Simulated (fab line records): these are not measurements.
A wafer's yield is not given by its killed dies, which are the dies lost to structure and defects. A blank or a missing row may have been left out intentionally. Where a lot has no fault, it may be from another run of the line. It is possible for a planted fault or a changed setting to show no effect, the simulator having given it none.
Struck lot and sound lot, side by side | flow sky130 | 14 out of 708 route steps
Sound: the wafers L293.1, L293.3, L293.4. The struck wafers were L301.1, L301.3, L301.5. The cause is given at the end.
Per side, at each step with rows, come the tool, then ch with its chambers, and then its first start. Under that, the readings that differ: sound wafers | struck wafers | difference of the means | sigmas: that difference in standard deviations of wafers without a fault.
alike: words and numbers the same on both sides, and readings whose means are apart by under 2 such deviations; not compared: readings that were withheld, readings missing a value for some wafer, numbers with overlapping values and no deviation given by the record, and bounds like >300 which may hide the same value.
A row with sigmas, a row that says differs or no value, or rows on one side alone: a step with any of these is where the two part. Numbers that have no deviation but don't overlap get no sigmas and don't part them. A reading missing from all wafers of one side parts the sides only when that side holds two or more wafers.

first, 4 steps without rows for these wafers: SKY_METAL3_STRIP_20 (strips in post etch residue remover, time 1200 s); SKY_METAL3_CLEAN_21 (cleans in IPA, time 180 s); SKY_METAL3_CLEAN_22 (cleans in O3/DIW); SKY_VIA3_HDPCVD_00 (deposits SiO2, target thk 1635 nm, time 272.5 s).
SKY_VIA3_THK_MEAS_01:
  sound on film_metro-04, day 41 02:40; struck on film_metro-01, day 43 09:35
  alike: VIA3_HDPCVD_THK
SKY_VIA3_CMP_02: polishes SiO2.
  sound on cmp-01 ch 0,1,3, day 41 02:44; struck on cmp-01 ch 1,2,3, day 43 09:44
  alike: motor_current_A
SKY_VIA3_BOW_MEAS_03:
  sound on film_metro-01, day 41 03:02; struck on film_metro-02, day 43 09:56
  alike: VIA3_BOW
then, 5 steps without rows for these wafers: SKY_VIA3_DEHYDRATE_04 (time 60 s); SKY_VIA3_HMDS_05 (prime time 60 s); SKY_VIA3_COAT_06 (resist thk 60 nm); SKY_VIA3_COAT_07 (resist thk 450 nm); SKY_VIA3_SOFTBAKE_08 (time 90 s).
SKY_VIA3_EXPOSE_09: exposes mask VIM3, target cd 200 nm.
  struck on krf_scanner-02, day 43 22:06; sound on krf_scanner-01 ch 0, day 41 13:58
  no value came back on the struck wafers for exposure_dose_mJ_cm2, focus_offset_nm (nm), sigma_inner; on the sound wafers exposure_dose_mJ_cm2 reads 37.95 38.00 37.99
  alike: mask
following that, these wafers have no rows for 1 step: SKY_VIA3_PEB_10.

## WHERE THEY PART
SKY_VIA3_EXPOSE_09 only, going by this record.

WHY: what had been put in by the simulator
Skipped step whole: krf_scanner-02, from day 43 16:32 on, at SKY_VIA3_EXPOSE_09. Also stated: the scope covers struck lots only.
